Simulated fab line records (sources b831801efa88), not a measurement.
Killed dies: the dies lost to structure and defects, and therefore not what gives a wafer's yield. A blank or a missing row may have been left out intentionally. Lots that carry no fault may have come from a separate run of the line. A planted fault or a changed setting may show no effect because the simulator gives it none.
fab line records -- flow sky130 -- part 2 of 2: steps 27 to 37 of 37
record lots=5, wafers=15, last_day=49
route steps=708 shown NWELL@71 PWDE@84 VT_ADJUST_HVTP@85 VT_ADJUST_LVTN@97
lots with no fault: from the same line, run without faults
start_h: start of the lot's first displayed wafer, in hours after the record's first day -- wait_h: how many hours have passed since the lot's step before this one -- " unchanged from the row above -- L1.1+2: a row that stands for several wafers -- - either no value or no given start -- * or withheld: withheld -- < > ~ a bound
route shown NAME@n: NAME is a module with steps in the file, n the number in the route of the first one -- usual: average and standard deviation across the fault-free wafers -- same: alike in all rows -- chamber/n: place in a boat -- sites: per-site readings -- _std_site: their standard deviation -- _edge_site: the outer-site mean with the inner-site mean subtracted -- radius_mm: for every site, how far away it sits from the centre of the wafer -- mask NAME#n: copy n -- behind: the most recent tool/chamber to have shaped the wafer -- hold: why the lot was held/for how many hours/how that ended -- device: the transistor (n, p or np) that didn't switch -- end of line: the tests these same wafers got at the end of their route -- a step without rows: its recipe alone -- killed: the dies lost at the first sort to structure and to defects; this is not the yield of the wafer -- map: per-die view of a wafer (x killed, . not killed, _ where there is no die)
set.NAME: the setting that was run; set.NAME@STEP: the one run at that earlier step -- model.NAME: the simulator's own value behind a step, which no gauge read
lots at selected steps of the route; one table per step, one row per wafer
services: a tool's chamber out of use, with start hour (start_h, from the record's first day; less than 0 if before it), hours out, and reason
## steps
# step SKY_VT_ADJUST_LVTN_HMDS_01
# recipe prime_time_s=60, prime_temp_c=120
# usual exhaust_pa=45.1/0.95
lot.wafer,tool,chamber,start_h,wait_h,exhaust_pa
L076.2,litho_track-01,0,152.17,0.1,45.6
L076.3,litho_track-01,0,152.17,0.1,45.1
L076.4,litho_track-01,0,152.17,0.1,45.4
L077.3,litho_track-02,0,158.51,0.1,44.0
L077.4,litho_track-02,0,158.51,0.1,44.9
L077.5,litho_track-02,0,158.51,0.1,44.1
L078.1,litho_track-03,0,161.80,0.1,47.5
L078.4,litho_track-03,0,161.80,0.1,46.9
L078.6,litho_track-03,0,161.80,0.1,46.5
L083.2,litho_track-02,0,194.03,0.1,44.9
L083.3,litho_track-02,0,194.03,0.1,44.9
L083.4,litho_track-02,0,194.03,0.1,44.4
L092.1,litho_track-03,0,245.75,0.1,44.5
L092.4,litho_track-03,0,245.75,0.1,44.8
L092.6,litho_track-03,0,245.75,0.1,44.4
# step SKY_VT_ADJUST_LVTN_COAT_02
# recipe spin_rpm=2000, resist_thk_nm=3000
# usual exhaust_pa=44.9/0.93
lot.wafer,tool,chamber,start_h,wait_h,exhaust_pa
L076.2,litho_track-01,0,152.32,0.1,43.6
L076.3,litho_track-01,0,152.32,0.1,45.3
L076.4,litho_track-01,0,152.32,0.1,44.2
L077.3,litho_track-02,0,158.66,0.1,44.7
L077.4,litho_track-02,0,158.66,0.1,45.1
L077.5,litho_track-02,0,158.66,0.1,44.0
L078.1,litho_track-03,0,161.95,0.1,44.0
L078.4,litho_track-03,0,161.95,0.1,44.5
L078.6,litho_track-03,0,161.95,0.1,44.1
L083.2,litho_track-02,0,194.18,0.1,44.6
L083.3,litho_track-02,0,194.18,0.1,43.8
L083.4,litho_track-02,0,194.18,0.1,44.5
L092.1,litho_track-03,0,245.90,0.1,46.6
L092.4,litho_track-03,0,245.90,0.1,46.0
L092.6,litho_track-03,0,245.90,0.1,45.9
# step SKY_VT_ADJUST_LVTN_SOFTBAKE_03
# recipe temp_c=110, time_s=withheld
# usual exhaust_pa=45.1/0.97
lot.wafer,tool,chamber,start_h,wait_h,exhaust_pa
L076.2,litho_track-01,0,152.48,0.1,45.0
L076.3,litho_track-01,0,152.48,0.1,44.4
L076.4,litho_track-01,0,152.48,0.1,44.3
L077.3,litho_track-02,0,158.82,0.1,46.4
L077.4,litho_track-02,0,158.82,0.1,46.5
L077.5,litho_track-02,0,158.82,0.1,45.6
L078.1,litho_track-03,0,162.10,0.1,44.4
L078.4,litho_track-03,0,162.10,0.1,46.4
L078.6,litho_track-03,0,162.10,0.1,46.3
L083.2,litho_track-02,0,194.34,0.1,45.4
L083.3,litho_track-02,0,194.34,0.1,46.0
L083.4,litho_track-02,0,194.34,0.1,47.1
L092.1,litho_track-03,0,246.05,0.1,44.2
L092.4,litho_track-03,0,246.05,0.1,45.1
L092.6,litho_track-03,0,246.05,0.1,43.2
# step SKY_VT_ADJUST_LVTN_EXPOSE_04
# recipe mask_id=NWM_COMPLEMENT_LESS_NATIVE, na=0.6, source_shape=conventional, sigma_outer=0.6, polarization=unpolarized, target_cd_nm=840, dose_mj=194
lot.wafer,tool,chamber,start_h,wait_h,mask
L076.2+3+4,iline_stepper-02,0,-,-,NWM_COMPLEMENT_LESS_NATIVE#0
L077.3+4+5,iline_stepper-01,0,-,-,NWM_COMPLEMENT_LESS_NATIVE#0
L078.1+4+6,iline_stepper-01,0,-,-,NWM_COMPLEMENT_LESS_NATIVE#0
L083.2+3+4,iline_stepper-02,0,-,-,NWM_COMPLEMENT_LESS_NATIVE#0
L092.1+4+6,iline_stepper-02,0,-,-,NWM_COMPLEMENT_LESS_NATIVE#0
# step SKY_VT_ADJUST_LVTN_PEB_05
# recipe temp_c=115, time_s=withheld
# usual exhaust_pa=44.9/1
lot.wafer,tool,chamber,start_h,wait_h,exhaust_pa
L076.2,litho_track-03,0,-,-,44.8
L076.3,litho_track-03,0,-,-,42.3
L076.4,litho_track-03,0,-,-,44.1
L077.3,litho_track-01,0,-,-,45.3
L077.4,litho_track-01,0,-,-,44.9
L077.5,litho_track-01,0,-,-,45.9
L078.1,litho_track-01,0,-,-,44.3
L078.4,litho_track-01,0,-,-,44.2
L078.6,litho_track-01,0,-,-,45.1
L083.2,litho_track-03,0,-,-,44.2
L083.3,litho_track-03,0,-,-,44.9
L083.4,litho_track-03,0,-,-,43.9
L092.1,litho_track-01,0,-,-,43.4
L092.4,litho_track-01,0,-,-,44.4
L092.6,litho_track-01,0,-,-,45.5
# step SKY_VT_ADJUST_LVTN_DEVELOP_06
# recipe wall_angle_deg=90, developer=TMAH, develop_time_s=60, dev_temp_c=23
# usual exhaust_pa=45.1/0.8
lot.wafer,tool,chamber,start_h,wait_h,exhaust_pa
L076.2,litho_track-03,0,-,-,45.5
L076.3,litho_track-03,0,-,-,45.7
L076.4,litho_track-03,0,-,-,43.3
L077.3,litho_track-01,0,-,-,43.7
L077.4,litho_track-01,0,-,-,44.2
L077.5,litho_track-01,0,-,-,45.2
L078.1,litho_track-01,0,-,-,43.8
L078.4,litho_track-01,0,-,-,44.8
L078.6,litho_track-01,0,-,-,45.1
L083.2,litho_track-03,0,-,-,43.6
L083.3,litho_track-03,0,-,-,44.2
L083.4,litho_track-03,0,-,-,45.3
L092.1,litho_track-01,0,-,-,45.2
L092.4,litho_track-01,0,-,-,45.5
L092.6,litho_track-01,0,-,-,44.9
# step SKY_VT_ADJUST_LVTN_OVL_MEAS_07
# usual VT_ADJUST_LVTN_OVL=-0.3/1.4
lot.wafer,tool,chamber,start_h,wait_h,VT_ADJUST_LVTN_OVL[nm]
L076.2,overlay-01,-,162.65,-,2.7
L076.3,overlay-01,-,162.65,-,1.0
L076.4,overlay-01,-,162.65,-,2.5
L077.3,overlay-02,-,168.21,-,-0.9
L077.4,overlay-02,-,168.21,-,-1.4
L077.5,overlay-02,-,168.21,-,-1.0
L078.1,overlay-01,-,172.29,-,-1.1
L078.4,overlay-01,-,172.29,-,-0.9
L078.6,overlay-01,-,172.29,-,-1.9
L083.2,overlay-01,-,205.35,-,-0.2
L083.3,overlay-01,-,205.35,-,0.2
L083.4,overlay-01,-,205.35,-,-2.3
L092.1,overlay-01,-,258.64,-,-1.0
L092.4,overlay-01,-,258.64,-,0.0
L092.6,overlay-01,-,258.64,-,-0.7
# step SKY_VT_ADJUST_LVTN_IMPLANT_08
# recipe species=B, energy_kev=30, dose_cm2=1.57e+12, tilt_deg=withheld
# usual faraday_current_uA=8.85/0.18
lot.wafer,tool,chamber,start_h,wait_h,faraday_current_uA
L076.2,implanter-03,0,162.71,0.0,9.15
L076.3,implanter-03,0,162.71,0.0,9.03
L076.4,implanter-03,0,162.71,0.0,8.80
L077.3,implanter-02,0,168.28,0.1,8.81
L077.4,implanter-02,0,168.28,0.1,8.84
L077.5,implanter-02,0,168.28,0.1,8.87
L078.1,implanter-02,0,172.33,0.0,8.95
L078.4,implanter-02,0,172.33,0.0,8.74
L078.6,implanter-02,0,172.33,0.0,8.83
L083.2,implanter-04,0,205.41,0.0,8.99
L083.3,implanter-04,0,205.41,0.0,8.84
L083.4,implanter-04,0,205.41,0.0,8.69
L092.1,implanter-02,0,258.68,0.0,8.76
L092.4,implanter-02,0,258.68,0.0,8.85
L092.6,implanter-02,0,258.68,0.0,8.87
# step SKY_VT_ADJUST_LVTN_STRIP_09
# recipe chemistry=O2/N2, power_w=1400, pressure_mtorr=1500, platen_temp_c=withheld, o2_flow_sccm=3000, n2_flow_sccm=300, overash_fraction=0.5
# usual drypump_motor_current_A=5.8/0.47, oes_product_au=0.722/0.0039, strip_time_to_endpoint_s=36.92/0.09
lot.wafer,tool,chamber,start_h,wait_h,drypump_motor_current_A,oes_product_au,rf_hours_counter_h,strip_time_to_endpoint_s
L076.2,plasma_asher-01,0,162.83,0.1,5.5,0.724,4,36.97
L076.3,plasma_asher-01,1,162.83,0.1,5.4,0.723,-,36.96
L076.4,plasma_asher-01,0,162.83,0.1,5.5,0.730,-,36.76
L077.3,plasma_asher-02,1,168.41,0.1,6.4,0.724,-,37.09
L077.4,plasma_asher-02,0,168.41,0.1,6.3,0.721,-,36.98
L077.5,plasma_asher-02,0,168.41,0.1,6.2,0.723,-,36.95
L078.1,plasma_asher-02,0,172.48,0.1,6.3,0.722,49,36.98
L078.4,plasma_asher-02,0,172.48,0.1,6.3,0.727,-,37.01
L078.6,plasma_asher-02,0,172.48,0.1,6.2,0.716,-,36.89
L083.2,plasma_asher-02,1,205.53,0.1,6.5,0.717,52,36.88
L083.3,plasma_asher-02,1,205.53,0.1,6.5,0.723,-,36.82
L083.4,plasma_asher-02,0,205.53,0.1,6.3,0.725,-,36.98
L092.1,plasma_asher-04,0,258.83,0.1,5.1,0.714,45,36.83
L092.4,plasma_asher-04,1,258.83,0.1,5.7,0.717,-,36.76
L092.6,plasma_asher-04,0,258.83,0.1,5.1,0.725,-,36.73
# step SKY_VT_ADJUST_LVTN_TW_MEAS_10
# usual VT_ADJUST_LVTN_TW=242.2/1.3
lot.wafer,tool,chamber,start_h,wait_h,VT_ADJUST_LVTN_TW
L076.2,film_metro-04,-,162.94,0.1,241.0
L076.3,film_metro-04,-,162.94,0.1,240.2
L076.4,film_metro-04,-,162.94,0.1,241.5
L077.3,film_metro-02,-,168.50,0.1,242.0
L077.4,film_metro-02,-,168.50,0.1,240.3
L077.5,film_metro-02,-,168.50,0.1,240.7
L078.1,film_metro-02,-,172.58,0.1,241.7
L078.4,film_metro-02,-,172.58,0.1,240.5
L078.6,film_metro-02,-,172.58,0.1,240.8
L083.2,film_metro-01,-,205.64,0.1,242.5
L083.3,film_metro-01,-,205.64,0.1,242.7
L083.4,film_metro-01,-,205.64,0.1,243.1
L092.1,film_metro-02,-,258.93,0.1,243.6
L092.4,film_metro-02,-,258.93,0.1,242.4
L092.6,film_metro-02,-,258.93,0.1,241.6
# step SKY_VT_ADJUST_LVTN_DEHYDRATE_11
# recipe temp_c=200, time_s=60
# usual exhaust_pa=45.1/0.98
lot.wafer,tool,chamber,start_h,wait_h,exhaust_pa
L076.2,litho_track-01,0,172.97,10.0,43.3
L076.3,litho_track-01,0,172.97,10.0,45.5
L076.4,litho_track-01,0,172.97,10.0,46.2
L077.3,litho_track-03,0,178.85,10.3,45.7
L077.4,litho_track-03,0,178.85,10.3,45.8
L077.5,litho_track-03,0,178.85,10.3,46.1
L078.1,litho_track-01,0,182.44,9.9,45.8
L078.4,litho_track-01,0,182.44,9.9,43.9
L078.6,litho_track-01,0,182.44,9.9,46.0
L083.2,litho_track-01,0,215.57,9.9,46.2
L083.3,litho_track-01,0,215.57,9.9,44.9
L083.4,litho_track-01,0,215.57,9.9,45.2
L092.1,litho_track-02,0,270.16,11.2,45.4
L092.4,litho_track-02,0,270.16,11.2,45.1
L092.6,litho_track-02,0,270.16,11.2,43.6
## services
tool,chamber,start_h,hours,kind
plasma_asher-01,-,108.75,9.0,pm
implanter-01,-,108.78,25.8,pm
implanter-03,-,111.99,7.5,repair
plasma_asher-01,-,119.02,2.1,repair
plasma_asher-04,-,119.09,2.5,repair
rtp_anneal-02,-,128.38,9.5,pm
implanter-01,-,144.22,1.5,repair
implanter-04,-,155.37,2.6,repair
plasma_asher-04,-,158.07,13.2,repair
plasma_asher-01,-,158.55,2.8,pm
implanter-04,-,160.31,2.8,repair
implanter-01,-,171.32,3.0,repair
plasma_asher-02,-,176.10,2.6,repair
plasma_asher-03,-,183.84,3.5,repair
implanter-04,-,187.08,5.3,pm
plasma_asher-03,-,187.78,1.6,repair
iline_stepper-01,-,197.23,2.1,pm
iline_stepper-01,-,199.32,-,consumable_replace:lamp
iline_stepper-01,-,202.12,1.7,pm
implanter-03,-,219.86,2.3,repair
iline_stepper-01,-,225.11,16.3,repair
implanter-03,-,226.80,3.2,pm
plasma_asher-02,-,234.23,2.8,pm
iline_stepper-01,-,261.05,4.4,pm
